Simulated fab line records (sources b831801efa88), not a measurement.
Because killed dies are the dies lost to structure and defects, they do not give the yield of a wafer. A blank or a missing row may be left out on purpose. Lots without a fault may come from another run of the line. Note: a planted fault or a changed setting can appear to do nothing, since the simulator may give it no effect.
Matching of chambers | flow gf180mcu | 4 sister chambers for GF_V1_CMP_26 on cmp-01
The step polishes, stops on SiO2, t overpolish 15 s, target thk 0 nm. 7 wafers are shown with their chamber, then 7 later ones without.

EACH WAFER AND ITS CHAMBER
wafer  | chamber | motorCurrentA (A) | timeToEndpointS (s)
L082.1 | 0       | 10.4              | 81.5
L082.5 | 2       | 12.0              | 87.5
L083.3 | 3       | 11.3              | 86.4
L086.3 | 3       | 11.9              | 85.8
L086.5 | 1       | 9.3               | 81.3
L089.1 | 0       | 11.4              | 82.5
L089.4 | 1       | 9.6               | 80.3

WAFERS MISSING THEIR CHAMBER
wafer  | motorCurrentA (A) | timeToEndpointS (s)
L089.6 | 11.2              | 84.1
L090.2 | 9.5               | 84.9
L090.4 | 12.1              | 82.8
L090.5 | 10.0              | 83.1
L097.2 | 11.4              | 83.9
L097.5 | 9.5               | 81.3
L097.6 | 11.1              | 86.3

THE CHAMBER EACH PASSED THROUGH
wafer  | from the rows above               | in truth
L089.6 | can't be placed: 3 or 0           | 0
L090.2 | can't be placed: 3 or 0 or 1 or 2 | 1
L090.4 | 0                                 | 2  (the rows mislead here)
L090.5 | can't be placed: 0 or 1           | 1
L097.2 | can't be placed: 0 or 3           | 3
L097.5 | 1                                 | 1
L097.6 | can't be placed: 3 or 2           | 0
1 of 7 placed correctly. Cannot be placed on the basis of these rows: 5; the candidates contain the true chamber in 4. Placed wrongly: 1.
How it was worked out, from the rows above alone: a wafer's distance from a chamber is the root of the sum, over the readings, of the square of ((its reading less the chamber's mean) divided by the reading's scatter). The wafer belongs to the nearest chamber; if the next one is less than 2 further off, it can't be placed. A chamber's mean is the mean of its shown wafers. How the scatter is found: for the shown wafers, subtract from each reading the mean of its chamber, square and add these, divide the total by (wafers less chambers), then take the root.
